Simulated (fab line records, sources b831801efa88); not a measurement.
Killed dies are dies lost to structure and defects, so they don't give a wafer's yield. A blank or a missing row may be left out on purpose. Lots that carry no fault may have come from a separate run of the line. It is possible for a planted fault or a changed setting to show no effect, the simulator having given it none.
fab line records	flow sky130
record lots=5	wafers=15	last-day=50
route steps=708 shown SD_P@327 RES_XHIGH@332 SD_N@342 SALICIDE@361 PAD_OPEN@708
lots that met no fault: from a run of the same line without faults
start-h: hours from the record's first day to the start of the lot's first wafer shown	wait-h: hours elapsed since this lot's preceding step	" identical to the entry in the row above	L1.1+2: a row that stands for several wafers	- no value present, or no start provided	* or withheld: withheld	< > ~ a bound
route shown NAME@n: a module of which the file shows steps, and the number in the route of the first	usual: mean and standard deviation over wafers with no fault	same: alike in all rows	chamber/n: place in a boat	sites: each site's reading	_std_site: how widely they spread, as a standard deviation	_edge_site: mean of outer sites minus mean of inner sites	radius-mm: how far each site lies from the wafer's centre	mask NAME#n: copy n	behind: tool/chamber where the wafer was last shaped	hold: the reason the lot was held/the length of the hold in hours/how it ended	device: the n, p or np transistor that did not switch	end of line: at the end of the route, the tests of the same wafers	a step without rows: its recipe alone	killed: dies that structure and defects cost at the first sort, which is not the same as the wafer's yield	map: the dies of a wafer, with x for killed, . for not killed, _ for no die there
set.NAME: setting as actually run; set.NAME@STEP: the setting as run at that earlier step	model.NAME: the simulator's own value behind a step, which no gauge read
lots at some steps of the route; a table a step, a row a wafer
services: from which hour (start-h, from the record's first day; less than 0 if before it) a tool's chamber was out of use, for how many hours, and why
## steps
# step SKY_SD_P_CD_MEAS_07
# recipe target-cd-nm=380
# usual cd-nm=379.4/2.2
lot.wafer	tool	chamber	start-h	wait-h	cd-nm
L704.3	cd-sem-02	-	630.58	0.1	379.2
L704.4	"	-	"	"	380.4
L704.5	"	-	"	"	382.2
L714.2	cd-sem-01	-	736.86	0.1	377.7
L714.4	"	-	"	"	379.4
L714.6	"	-	"	"	379.1
L715.1	cd-sem-01	-	739.07	0.1	377.2
L715.5	"	-	"	"	375.4
L715.6	"	-	"	"	374.1
L717.1	cd-sem-01	-	754.52	0.1	378.6
L717.2	"	-	"	"	379.5
L717.6	"	-	"	"	379.2
L720.2	cd-sem-02	-	769.14	0.1	380.4
L720.4	"	-	"	"	380.2
L720.6	"	-	"	"	380.5
# step SKY_SD_P_OVL_MEAS_08
# usual SD_P_OVL=0.2/1.5
lot.wafer	tool	chamber	start-h	wait-h	SD_P_OVL[nm]
L704.3	overlay-02	-	630.67	0.1	0.4
L704.4	"	-	"	"	-2.6
L704.5	"	-	"	"	-1.7
L714.2	overlay-01	-	736.97	0.1	2.3
L714.4	"	-	"	"	1.2
L714.6	"	-	"	"	0.4
L715.1	overlay-01	-	739.19	0.1	1.4
L715.5	"	-	"	"	1.4
L715.6	"	-	"	"	3.0
L717.1	overlay-02	-	754.64	0.1	-0.1
L717.2	"	-	"	"	0.5
L717.6	"	-	"	"	0.8
L720.2	overlay-01	-	769.24	0.1	0.3
L720.4	"	-	"	"	-0.4
L720.6	"	-	"	"	2.2
# step SKY_SD_P_IMPLANT_09
# recipe species=BF2	energy-kev=20	dose-cm2=3e+15	tilt-deg=0
# step SKY_SD_P_STRIP_10
# recipe chemistry=O2/N2	power-w=1400	pressure-mtorr=1500	platen-temp-c=withheld	o2-flow-sccm=3000	n2-flow-sccm=300	overash-fraction=0.5
# usual drypump-motor-current-A=5.8/0.5	oes-product-au=0.618/0.0048	strip-time-to-endpoint-s=17.52/0.038
# same overash-fraction=0.5
lot.wafer	tool	chamber	start-h	wait-h	drypump-motor-current-A	oes-product-au	rf-hours-counter-h	strip-time-to-endpoint-s
L704.3	plasma-asher-04	0	630.88	0.1	5.3	0.618	-	17.51
L704.4	"	1	"	"	5.3	0.613	-	17.48
L704.5	"	0	"	"	5.3	0.616	-	17.48
L714.2	plasma-asher-04	0	737.15	0.1	5.4	0.617	93	17.55
L714.4	"	1	"	"	5.3	0.628	-	17.51
L714.6	"	1	"	"	5.3	0.620	-	17.50
L715.1	plasma-asher-04	0	739.40	0.2	5.3	0.606	94	17.49
L715.5	"	0	"	"	5.3	0.621	-	17.53
L715.6	"	1	"	"	5.3	0.626	-	17.53
L717.1	plasma-asher-01	1	754.82	0.1	5.7	0.619	1	17.48
L717.2	"	0	"	"	6.7	0.619	1	17.49
L717.6	"	1	"	"	5.7	0.617	-	17.48
L720.2	plasma-asher-02	1	769.42	0.1	5.9	0.612	64	17.49
L720.4	"	0	"	"	5.8	0.609	-	17.48
L720.6	"	0	"	"	5.8	0.612	-	17.47
# step SKY_SD_P_TW_MEAS_11
# usual SD_P_TW=2815/28
lot.wafer	tool	chamber	start-h	wait-h	SD_P_TW
L704.3	film-metro-03	-	630.97	0.1	2757
L704.4	"	-	"	"	2764
L704.5	"	-	"	"	2761
L714.2	film-metro-04	-	737.26	0.1	2826
L714.4	"	-	"	"	2822
L714.6	"	-	"	"	2820
L715.1	film-metro-04	-	739.50	0.1	2822
L715.5	"	-	"	"	2829
L715.6	"	-	"	"	2822
L717.1	film-metro-04	-	754.92	0.1	2820
L717.2	"	-	"	"	2823
L717.6	"	-	"	"	2829
L720.2	film-metro-01	-	769.53	0.1	2819
L720.4	"	-	"	"	2806
L720.6	"	-	"	"	2815
# step SKY_RES_XHIGH_DEHYDRATE_00
# recipe temp-c=200	time-s=60
# step SKY_RES_XHIGH_HMDS_01
# recipe prime-time-s=60	prime-temp-c=120
# step SKY_RES_XHIGH_COAT_02
# recipe resist=NOVOLAK	spin-rpm=3000	resist-thk-nm=1140
# step SKY_RES_XHIGH_SOFTBAKE_03
# recipe temp-c=90	time-s=60	resist=NOVOLAK
# step SKY_RES_XHIGH_EXPOSE_04
# recipe mask-id=URPM	na=0.6	source-shape=conventional	sigma-outer=0.6	polarization=unpolarized	target-cd-nm=1270	dose-mj=140
# step SKY_RES_XHIGH_PEB_05
# recipe temp-c=withheld	time-s=*	resist=NOVOLAK
# step SKY_RES_XHIGH_DEVELOP_06
# recipe resist=NOVOLAK	developer=TMAH	develop-time-s=60	dev-temp-c=23
# step SKY_RES_XHIGH_IMPLANT_07
# recipe species=BF2	energy-kev=20	dose-cm2=3.6e+14	tilt-deg=0
lot.wafer	tool	chamber	start-h	wait-h
L704.3+4+5	implanter-04	0	659.60	0.1
L714.2+4+6	implanter-02	0	763.17	0.1
L715.1+5+6	implanter-02	0	766.05	0.1
L717.1+2+6	implanter-03	0	781.22	0.1
L720.2+4+6	implanter-04	0	796.32	0.1
# step SKY_RES_XHIGH_STRIP_08
# recipe chemistry=O2/N2	power-w=1400	pressure-mtorr=1500	platen-temp-c=withheld	o2-flow-sccm=3000	n2-flow-sccm=300	overash-fraction=0.5
# usual drypump-motor-current-A=5.7/0.5	oes-product-au=0.711/0.0043	strip-time-to-endpoint-s=14.27/0.038
# same overash-fraction=0.5
lot.wafer	tool	chamber	start-h	wait-h	drypump-motor-current-A	oes-product-au	rf-hours-counter-h	strip-time-to-endpoint-s
L704.3	plasma-asher-01	1	659.73	0.1	5.7	0.722	-	14.16
L704.4	"	0	"	"	6.7	0.721	-	14.18
L704.5	"	0	"	"	6.7	0.713	-	14.18
L714.2	plasma-asher-01	0	763.29	0.1	6.7	0.711	2	14.21
L714.4	"	1	"	"	5.7	0.708	-	14.25
L714.6	"	0	"	"	6.7	0.713	-	14.23
L715.1	plasma-asher-01	0	766.20	0.1	6.7	0.706	2	14.23
L715.5	"	1	"	"	5.7	0.711	-	14.23
L715.6	"	0	"	"	6.7	0.715	-	14.21
L717.1	plasma-asher-03	1	781.37	0.1	5.3	0.714	34	14.26
L717.2	"	0	"	"	6.1	0.708	34	14.23
L717.6	"	1	"	"	5.3	0.704	-	14.22
L720.2	plasma-asher-04	0	796.44	0.1	5.3	0.712	98	14.27
L720.4	"	0	"	"	5.3	0.716	-	14.24
L720.6	"	1	"	"	5.3	0.712	-	14.28
# step SKY_RES_XHIGH_TW_MEAS_09
# usual RES_XHIGH_TW=1630/18
lot.wafer	tool	chamber	start-h	wait-h	RES_XHIGH_TW
L704.3	film-metro-03	-	659.82	0.1	1513
L704.4	"	-	"	"	1520
L704.5	"	-	"	"	1511
L714.2	film-metro-01	-	763.40	0.1	1636
L714.4	"	-	"	"	1620
L714.6	"	-	"	"	1618
L715.1	film-metro-01	-	766.30	0.1	1622
L715.5	"	-	"	"	1624
L715.6	"	-	"	"	1626
L717.1	film-metro-01	-	781.47	0.1	1629
L717.2	"	-	"	"	1639
L717.6	"	-	"	"	1640
L720.2	film-metro-01	-	796.55	0.1	1632
L720.4	"	-	"	"	1630
L720.6	"	-	"	"	1632
# step SKY_SD_N_DEHYDRATE_00
# recipe temp-c=200	time-s=60
# step SKY_SD_N_HMDS_01
# recipe prime-time-s=60	prime-temp-c=120
# step SKY_SD_N_COAT_02
# recipe resist=NOVOLAK	spin-rpm=3000	resist-thk-nm=1140
# step SKY_SD_N_SOFTBAKE_03
# recipe temp-c=90	time-s=60	resist=NOVOLAK
# step SKY_SD_N_EXPOSE_04
# recipe mask-id=NSDM	na=0.6	source-shape=conventional	sigma-outer=0.6	polarization=unpolarized	target-cd-nm=380	dose-mj=141
# step SKY_SD_N_PEB_05
# recipe temp-c=withheld	time-s=*	resist=NOVOLAK
# step SKY_SD_N_DEVELOP_06
# recipe resist=NOVOLAK	developer=TMAH	develop-time-s=60	dev-temp-c=23
# step SKY_SD_N_CD_MEAS_07
# recipe target-cd-nm=380
# usual cd-nm=380.0/2.6
lot.wafer	tool	chamber	start-h	wait-h	cd-nm
L704.3	cd-sem-02	-	687.44	0.1	378.1
L704.4	"	-	"	"	380.4
L704.5	"	-	"	"	376.7
L714.2	cd-sem-01	-	790.12	0.1	376.4
L714.4	"	-	"	"	378.6
L714.6	"	-	"	"	378.7
L715.1	cd-sem-01	-	793.42	0.1	378.7
L715.5	"	-	"	"	379.0
L715.6	"	-	"	"	382.6
L717.1	cd-sem-01	-	807.79	0.1	380.6
L717.2	"	-	"	"	379.0
L717.6	"	-	"	"	380.3
L720.2	cd-sem-01	-	822.54	0.1	381.0
L720.4	"	-	"	"	381.7
L720.6	"	-	"	"	380.8
# step SKY_SD_N_OVL_MEAS_08
# usual SD_N_OVL=0.2/1.6
lot.wafer	tool	chamber	start-h	wait-h	SD_N_OVL[nm]
L704.3	overlay-02	-	687.53	0.1	0.7
L704.4	"	-	"	"	1.1
L704.5	"	-	"	"	0.6
L714.2	overlay-01	-	790.22	0.1	0.4
L714.4	"	-	"	"	-0.7
L714.6	"	-	"	"	0.9
L715.1	overlay-02	-	793.54	0.1	-2.1
L715.5	"	-	"	"	-2.9
L715.6	"	-	"	"	-1.2
L717.1	overlay-02	-	807.91	0.1	-2.8
L717.2	"	-	"	"	-1.4
L717.6	"	-	"	"	-0.4
L720.2	overlay-02	-	822.64	0.1	0.7
L720.4	"	-	"	"	0.7
L720.6	"	-	"	"	0.2
# step SKY_SD_N_IMPLANT_09
# recipe species=As	energy-kev=50	dose-cm2=4e+15	tilt-deg=0
# step SKY_SD_N_IMPLANT_10
# recipe species=P	energy-kev=20	dose-cm2=1e+14	tilt-deg=0
# step SKY_SD_N_STRIP_11
# recipe chemistry=O2/N2	power-w=1400	pressure-mtorr=1500	platen-temp-c=withheld	o2-flow-sccm=3000	n2-flow-sccm=300	overash-fraction=0.5
# usual drypump-motor-current-A=5.6/0.32	oes-product-au=0.527/0.0043	strip-time-to-endpoint-s=22.57/0.035
# same overash-fraction=0.5
lot.wafer	tool	chamber	start-h	wait-h	drypump-motor-current-A	oes-product-au	rf-hours-counter-h	strip-time-to-endpoint-s
L704.3	plasma-asher-04	1	687.89	0.1	5.3	0.526	-	22.59
L704.4	"	0	"	"	5.3	0.536	-	22.54
L704.5	"	0	"	"	5.4	0.523	-	22.56
L714.2	plasma-asher-03	1	790.63	0.2	5.3	0.529	36	22.58
L714.4	"	1	"	"	5.3	0.525	-	22.57
L714.6	"	1	"	"	5.3	0.529	-	22.59
L715.1	plasma-asher-03	0	793.87	0.1	6.0	0.525	36	22.56
L715.5	"	1	"	"	5.3	0.529	-	22.59
L715.6	"	0	"	"	6.1	0.520	-	22.54
L717.1	plasma-asher-02	1	808.25	0.1	5.9	0.526	67	22.58
L717.2	"	0	"	"	5.8	0.523	67	22.60
L717.6	"	1	"	"	5.9	0.528	-	22.57
L720.2	plasma-asher-03	1	822.97	0.1	5.3	0.529	39	22.59
L720.4	"	0	"	"	6.1	0.530	-	22.57
L720.6	"	1	"	"	5.3	0.524	-	22.53
# step SKY_SD_N_TW_MEAS_12
# usual SD_N_TW=3947/39
lot.wafer	tool	chamber	start-h	wait-h	SD_N_TW
L704.3	film-metro-01	-	687.97	0.1	3974
L704.4	"	-	"	"	3994
L704.5	"	-	"	"	3983
L714.2	film-metro-04	-	790.74	0.1	3966
L714.4	"	-	"	"	3957
L714.6	"	-	"	"	3986
L715.1	film-metro-04	-	793.97	0.1	3961
L715.5	"	-	"	"	4002
L715.6	"	-	"	"	3964
L717.1	film-metro-01	-	808.35	0.1	3960
L717.2	"	-	"	"	3954
L717.6	"	-	"	"	3949
L720.2	film-metro-03	-	823.08	0.1	3924
L720.4	"	-	"	"	3890
L720.6	"	-	"	"	3913
# step SKY_SD_N_CLEAN_13
# recipe chemistry=SC1/SC2	mix=1:4:20	temp-c=70	time-s=150	dry=n2-spin
# step SKY_SD_N_RTA_14
# recipe temp-c=1075	time-s=2	idle-temp-c=650	ramp-up-c-per-s=150	ramp-down-c-per-s=90	ambient=N2
# usual anneal-temp-c-max=1080.0/2	lamp-power-pct=15.73/0.054	wafer_temp_C_max=1078.0/1.2
lot.wafer	tool	chamber	start-h	wait-h	anneal-temp-c-max	lamp-power-pct	wafer_temp_C_max
L704.3	rtp-anneal-01	0	688.09	0.0	1078.5	15.70	1079.3
L704.4	"	0	"	"	1078.2	15.66	1078.7
L704.5	"	0	"	"	1078.5	15.84	1076.8
L714.2	rtp-anneal-01	0	790.85	0.0	1078.2	15.71	1077.3
L714.4	"	0	"	"	1078.4	15.75	1077.7
L714.6	"	0	"	"	1078.7	15.73	1077.8
L715.1	rtp-anneal-02	0	794.08	0.0	1081.7	15.86	1080.1
L715.5	"	0	"	"	1079.9	15.78	1081.6
L715.6	"	0	"	"	1081.9	15.68	1078.7
L717.1	rtp-anneal-02	0	808.46	0.0	1080.1	15.76	1075.6
L717.2	"	0	"	"	1082.8	15.74	1076.1
L717.6	"	0	"	"	1081.4	15.66	1077.8
L720.2	rtp-anneal-01	0	823.19	0.0	1079.3	15.68	1077.5
L720.4	"	0	"	"	1078.0	15.72	1077.3
L720.6	"	0	"	"	1078.9	15.65	1076.5
# step SKY_SD_N_RS_MEAS_16
# recipe thk-meas-gauge=four-point-probe
# usual SD_N_RS=68.53/0.11
lot.wafer	tool	chamber	start-h	wait-h	SD_N_RS[ohm/sq]
L704.3	film-metro-03	-	688.28	0.1	68.53
L704.4	"	-	"	"	68.45
L704.5	"	-	"	"	68.64
L714.2	film-metro-03	-	791.04	0.1	68.52
L714.4	"	-	"	"	68.54
L714.6	"	-	"	"	68.54
L715.1	film-metro-01	-	794.26	0.1	68.49
L715.5	"	-	"	"	68.63
L715.6	"	-	"	"	68.59
L717.1	film-metro-03	-	808.63	0.1	68.56
L717.2	"	-	"	"	68.48
L717.6	"	-	"	"	68.51
L720.2	film-metro-01	-	823.38	0.1	68.55
L720.4	"	-	"	"	68.57
L720.6	"	-	"	"	68.55
# step SKY_SD_N_RS_MEAS_17
# recipe thk-meas-gauge=four-point-probe
# usual SD_P_RS=146.9/0.32
lot.wafer	tool	chamber	start-h	wait-h	SD_P_RS[ohm/sq]
L704.3	film-metro-03	-	688.40	0.1	146.4
L704.4	"	-	"	"	146.9
L704.5	"	-	"	"	147.3
L714.2	film-metro-03	-	791.16	0.1	147.0
L714.4	"	-	"	"	146.9
L714.6	"	-	"	"	146.9
L715.1	film-metro-01	-	794.38	0.1	146.9
L715.5	"	-	"	"	146.8
L715.6	"	-	"	"	147.3
L717.1	film-metro-03	-	808.75	0.1	147.3
L717.2	"	-	"	"	147.1
L717.6	"	-	"	"	147.2
L720.2	film-metro-01	-	823.50	0.1	147.1
L720.4	"	-	"	"	147.2
L720.6	"	-	"	"	146.8
# step SKY_SD_N_RS_MEAS_18
# recipe thk-meas-gauge=four-point-probe
# usual RES_XHIGH_RS=332.9/1.3
lot.wafer	tool	chamber	start-h	wait-h	RES_XHIGH_RS[ohm/sq]
L704.3	film-metro-03	-	688.52	0.1	384.8
L704.4	"	-	"	"	383.7
L704.5	"	-	"	"	383.4
L714.2	film-metro-03	-	791.28	0.1	333.6
L714.4	"	-	"	"	332.7
L714.6	"	-	"	"	332.5
L715.1	film-metro-01	-	794.50	0.1	335.2
L715.5	"	-	"	"	334.5
L715.6	"	-	"	"	333.7
L717.1	film-metro-03	-	808.87	0.1	331.7
L717.2	"	-	"	"	332.5
L717.6	"	-	"	"	330.9
L720.2	film-metro-01	-	823.62	0.1	330.7
L720.4	"	-	"	"	332.2
L720.6	"	-	"	"	330.9
# step SKY_SALICIDE_CLEAN_00
# recipe chemistry=HF-last	time-s=30	dilution=100:1	dry=ipa-marangoni
# step SKY_PAD_OPEN_PROBE_99
# usual killed_at_M0_to_M3=44/7.2	killed_at_M4_up=3.1/1.7	killed-at-contacts=24/5.2	killed-at-front-end=15/4.1	killed-at-other=0.3/0.61	killed-dies=87/10	killed-open=48/7.5	killed-short=39/6.6
# same gross-dies=492	killed-at-back-side=0
lot.wafer	tool	chamber	start-h	wait-h	killed_at_M0_to_M3	killed_at_M4_up	killed-at-contacts	killed-at-front-end	killed-at-other	killed-dies	killed-open	killed-short	model.etest.res-xhigh-po.line-ohm-um	model.etest.res-xhigh-po.rs-ohm-sq-range	model.etest.res-xhigh-po.rs-ohm-sq	model.etest.res-xhigh-po.rs-ohm-sq-rim-less-centre
L704.3	prober-01	-	1105.13	0.2	42	3	22	26	0	93	62	31	1.025e+04	1721	3614	-769.9
L704.4	prober-01	-	1105.18	0.2	41	5	25	16	0	87	44	43	1.028e+04	1747	3587	-760.3
L704.5	prober-01	-	1105.23	0.2	43	2	27	19	0	91	51	40	1.032e+04	1836	3735	-832.8
L714.2	prober-01	-	1173.02	0.1	50	6	14	16	0	86	50	35	5689	52.66	2031	-30.08
L714.4	prober-01	-	1173.12	0.2	50	4	20	12	1	87	45	40	5556	79.5	1954	-39.64
L714.6	prober-01	-	1173.22	0.2	55	1	26	13	0	95	57	37	5986	70.75	2061	-52.5
L715.1	prober-02	-	1179.12	0.1	37	3	25	16	0	81	46	35	6088	28.03	2107	3.949
L715.5	prober-02	-	1179.32	0.2	42	1	24	21	0	88	46	42	5751	32.62	1974	-6.646
L715.6	prober-02	-	1179.37	0.2	55	4	15	19	0	93	54	39	5796	52.1	2021	34.01
L717.1	prober-02	-	1186.64	0.1	56	3	34	8	0	101	64	37	5860	88.44	2057	77.9
L717.2	prober-02	-	1186.69	0.1	40	6	24	17	0	87	54	33	5965	117.3	2073	96.53
L717.6	prober-02	-	1186.89	0.2	59	1	21	13	0	94	49	45	5875	96.15	2083	89.24
L720.2	prober-01	-	1197.64	0.1	43	2	27	18	1	91	40	50	5594	22.16	1996	9.854
L720.4	prober-01	-	1197.74	0.2	42	4	24	18	0	88	47	41	5604	14.89	1959	5.831
L720.6	prober-01	-	1197.84	0.2	44	1	17	21	1	84	49	35	5708	13.52	1975	-0.4323
# killed by level:class
L704.3 CONTACT:geometric-particle:open=10 VIA1:geometric-particle:open=10 VIA2:geometric-particle:open=9 POLY_GATE:geometric-particle:open=8 LI_CONTACT:geometric-particle:open=7 SPACER:geometric-particle:open=5 METAL1:geometric-particle:short=5 METAL2:geometric-particle:short=5
L704.4 VIA1:geometric-particle:open=13 CONTACT:geometric-particle:short=9 FIELD_ISO:geometric-particle:open=6 CONTACT:geometric-particle:open=5 VIA1:geometric-particle:short=4 METAL2:geometric-particle:short=4 VIA2:geometric-particle:open=4 VIA3:geometric-particle:open=4
L704.5 VIA1:geometric-particle:open=12 CONTACT:geometric-particle:short=9 CONTACT:geometric-particle:open=9 VIA3:geometric-particle:open=8 FIELD_ISO:geometric-particle:open=6 METAL1:geometric-particle:short=6 METAL2:geometric-particle:short=5 POLY_GATE:geometric-particle:open=4
L714.2 VIA1:geometric-particle:open=10 VIA2:geometric-particle:open=7 VIA3:geometric-particle:open=7 CONTACT:geometric-particle:open=7 METAL2:geometric-particle:short=7 VIA1:geometric-particle:short=6 METAL4:geometric-particle:short=5 METAL1:geometric-particle:open=4
L714.4 VIA1:geometric-particle:open=12 METAL1:geometric-particle:short=9 VIA1:geometric-particle:short=7 LI_CONTACT:geometric-particle:open=6 CONTACT:geometric-particle:open=6 VIA3:geometric-particle:open=6 VIA2:geometric-particle:short=5 LOCAL_INTERCONNECT:geometric-particle:short=4
L714.6 VIA1:geometric-particle:open=17 CONTACT:geometric-particle:open=10 METAL2:geometric-particle:short=9 VIA2:geometric-particle:open=9 LI_CONTACT:geometric-particle:open=7 POLY_GATE:geometric-particle:open=4 POLY_GATE:geometric-particle:short=4 LOCAL_INTERCONNECT:geometric-particle:short=4
L715.1 CONTACT:geometric-particle:open=11 VIA1:geometric-particle:open=10 METAL1:geometric-particle:short=6 VIA2:geometric-particle:open=5 FIELD_ISO:geometric-particle:open=4 LI_CONTACT:geometric-particle:open=4 VIA2:geometric-particle:short=4 VIA3:geometric-particle:open=4
L715.5 CONTACT:geometric-particle:open=12 VIA2:geometric-particle:open=9 METAL1:geometric-particle:short=7 POLY_GATE:geometric-particle:short=6 LI_CONTACT:geometric-particle:open=5 LOCAL_INTERCONNECT:geometric-particle:short=5 VIA1:geometric-particle:short=5 METAL2:geometric-particle:short=5
L715.6 METAL1:geometric-particle:short=12 VIA3:geometric-particle:open=11 VIA1:geometric-particle:open=9 VIA2:geometric-particle:open=8 CONTACT:geometric-particle:open=7 METAL2:geometric-particle:short=7 FIELD_ISO:geometric-particle:open=4 POLY_GATE:geometric-particle:short=4
L717.1 VIA1:geometric-particle:open=18 CONTACT:geometric-particle:open=15 VIA3:geometric-particle:open=8 LI_CONTACT:geometric-particle:open=6 METAL1:geometric-particle:short=6 VIA2:geometric-particle:open=6 LI_CONTACT:geometric-particle:short=5 CONTACT:geometric-particle:short=5
L717.2 VIA1:geometric-particle:open=11 CONTACT:geometric-particle:open=10 VIA2:geometric-particle:open=8 VIA1:geometric-particle:short=6 VIA3:geometric-particle:open=6 FIELD_ISO:geometric-particle:open=4 SPACER:geometric-particle:open=4 LI_CONTACT:geometric-particle:short=4
L717.6 VIA1:geometric-particle:open=15 LI_CONTACT:geometric-particle:open=10 VIA3:geometric-particle:open=9 VIA1:geometric-particle:short=7 METAL1:geometric-particle:short=6 METAL2:geometric-particle:short=6 LOCAL_INTERCONNECT:geometric-particle:short=5 VIA2:geometric-particle:open=5
L720.2 METAL1:geometric-particle:short=10 CONTACT:geometric-particle:open=8 LI_CONTACT:geometric-particle:open=7 LOCAL_INTERCONNECT:geometric-particle:short=6 VIA1:geometric-particle:open=6 VIA1:geometric-particle:short=6 METAL2:geometric-particle:short=6 VIA3:geometric-particle:open=5
L720.4 VIA2:geometric-particle:open=9 VIA1:geometric-particle:open=8 LI_CONTACT:geometric-particle:open=6 VIA3:geometric-particle:open=6 LOCAL_INTERCONNECT:geometric-particle:short=5 CONTACT:geometric-particle:open=5 VIA1:geometric-particle:short=5 METAL2:geometric-particle:short=5
L720.6 VIA1:geometric-particle:open=8 POLY_GATE:geometric-particle:short=7 LI_CONTACT:geometric-particle:open=7 METAL2:geometric-particle:short=6 VIA3:geometric-particle:open=6 CONTACT:geometric-particle:open=5 VIA2:geometric-particle:short=5 FIELD_ISO:geometric-particle:open=4
## services
tool	chamber	start-h	hours	kind
implanter-03	-	607.67	5.4	repair
implanter-04	-	618.78	4.9	pm
plasma-asher-02	-	619.10	2.8	pm
plasma-asher-02	-	626.37	1.7	repair
plasma-asher-01	-	632.17	2.4	repair
implanter-04	-	641.25	2.0	repair
implanter-02	-	651.29	94.5	pm
plasma-asher-03	-	663.50	14.6	pm
rtp-anneal-01	-	693.66	6.5	pm
rtp-anneal-02	-	708.28	5.9	pm
implanter-04	-	719.09	3.9	pm
plasma-asher-04	-	731.44	1.1	repair
plasma-asher-01	-	733.75	9.0	pm
plasma-asher-01	0	733.75	9.0	vent-cycle
plasma-asher-01	1	733.75	9.0	vent-cycle
plasma-asher-02	-	734.81	6.5	pm
plasma-asher-01	0	742.75	-	clean
implanter-03	-	744.07	3.5	repair
implanter-02	-	747.57	7.0	pm
implanter-04	-	756.53	26.1	pm
plasma-asher-04	-	779.03	14.6	pm
plasma-asher-02	-	784.65	7.7	repair
implanter-03	-	795.28	1.7	repair
plasma-asher-02	-	798.64	3.3	repair
## key
first-sign step=SKY_RES_XHIGH_STRIP_08	reading=strip-time-to-endpoint-s	direction=down	sigmas=2.6	usual=*	struck=*
effect step=SKY_RES_XHIGH_TW_MEAS_09	reading=RES_XHIGH_TW	direction=down	sigmas=6.5	usual=1630	struck=1515
effect step=SKY_SD_N_RS_MEAS_18	reading=RES_XHIGH_RS	direction=up	sigmas=39	usual=332.9	struck=384.0
model-effect step=SKY_PAD_OPEN_PROBE_99	value=etest.res-xhigh-po.line-ohm-um	without=5472	struck=1.028e+04
met-at SKY_RES_XHIGH_IMPLANT_07
struck-wafers L704.3,L704.4,L704.5
tester-left-out L704
fault kind=process-parameter-drift	tool=implanter-04	chamber=-	onset-h=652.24	steps=SKY_RES_XHIGH_IMPLANT_07	channel=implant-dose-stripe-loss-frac	offset=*	shape=step	end-h=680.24
# tester-left-out: of these lots the tester's yield and bins aren't shown, on N5 and GAA mostly nor the transistor test; their killed dies are dies lost to structure and defects alone, not to doping, threshold or leakage, so they don't give the yield
